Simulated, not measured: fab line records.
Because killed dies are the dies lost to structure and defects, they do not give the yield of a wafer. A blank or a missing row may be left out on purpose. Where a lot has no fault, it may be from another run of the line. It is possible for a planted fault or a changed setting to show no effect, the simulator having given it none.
Matching of chambers + flow gf180mcu + 4 sister chambers for GF_V1_CMP_04 on cmp-02
The step polishes SiO2. 16 wafers are shown with their chamber, then 8 later ones without.

== WAFERS, EACH WITH ITS CHAMBER ==
| wafer  | chamber | motor current A (A) | time to endpoint s (s) |
|--------|---------|---------------------|------------------------|
| L808.2 | 2       | 12.9                | 88                     |
| L808.4 | 3       | 16.0                | 86                     |
| L808.6 | 1       | 12.1                | 89                     |
| L814.1 | 3       | 16.0                | 78                     |
| L814.2 | 2       | 13.4                | 81                     |
| L814.6 | 2       | 13.5                | 83                     |
| L818.2 | 3       | 15.4                | 69                     |
| L818.4 | 0       | 11.7                | 72                     |
| L818.6 | 0       | 10.8                | 79                     |
| L820.2 | 3       | 15.3                | 74                     |
| L820.5 | 1       | 11.9                | 79                     |
| L820.6 | 0       | 11.5                | 78                     |
| L825.2 | 0       | 10.2                | 71                     |
| L825.3 | 1       | 11.4                | 74                     |
| L825.5 | 0       | 11.5                | 83                     |
| L826.1 | 3       | 14.8                | 81                     |

SIGNATURES (means of the wafers above)
| reading            | chamber 0 | chamber 1 | chamber 2 | chamber 3 | scatter within a chamber |
|--------------------|-----------|-----------|-----------|-----------|--------------------------|
| motor current A    | 11.140    | 11.800    | 13.267    | 15.500    | 0.507                    |
| time to endpoint s | 76.60     | 80.67     | 84.00     | 77.60     | 5.87                     |
Rule: a wafer's distance from a chamber is the root of the sum, over the readings, of the square of ((its reading less the chamber's mean) divided by the reading's scatter). If the next closest chamber is less than 2 further off than the closest, the wafer can't be placed; otherwise it belongs to the closest. The scatter: the root of (the sum of the squares of (reading less its chamber's mean) over the shown wafers, divided by (wafers less chambers)).

== WAFERS WITHOUT THEIR CHAMBER ==
| wafer  | motor current A (A) | time to endpoint s (s) |
|--------|---------------------|------------------------|
| L826.3 | 13.8                | 72                     |
| L826.6 | 12.2                | 78                     |
| L827.1 | 11.7                | 66                     |
| L827.5 | 16.6                | 83                     |
| L827.6 | 11.4                | 71                     |
| L830.1 | 13.3                | 77                     |
| L830.3 | 15.3                | 81                     |
| L830.6 | 14.7                | 90                     |

== WHICH CHAMBER EACH ONE RAN IN ==
| wafer  | from the rows above          | in truth |
|--------|------------------------------|----------|
| L826.3 | can't be placed: 2 or 3 or 1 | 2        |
| L826.6 | can't be placed: 1 or 0 or 2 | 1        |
| L827.1 | can't be placed: 0 or 1      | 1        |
| L827.5 | 3                            | 3        |
| L827.6 | can't be placed: 0 or 1      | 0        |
| L830.1 | can't be placed: 2 or 1      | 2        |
| L830.3 | 3                            | 3        |
| L830.6 | can't be placed: 3 or 2      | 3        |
Correctly placed: 2 of 8. Unplaceable from these rows: 6, with the true chamber sitting among the candidates in 6. Placed wrongly: 0.
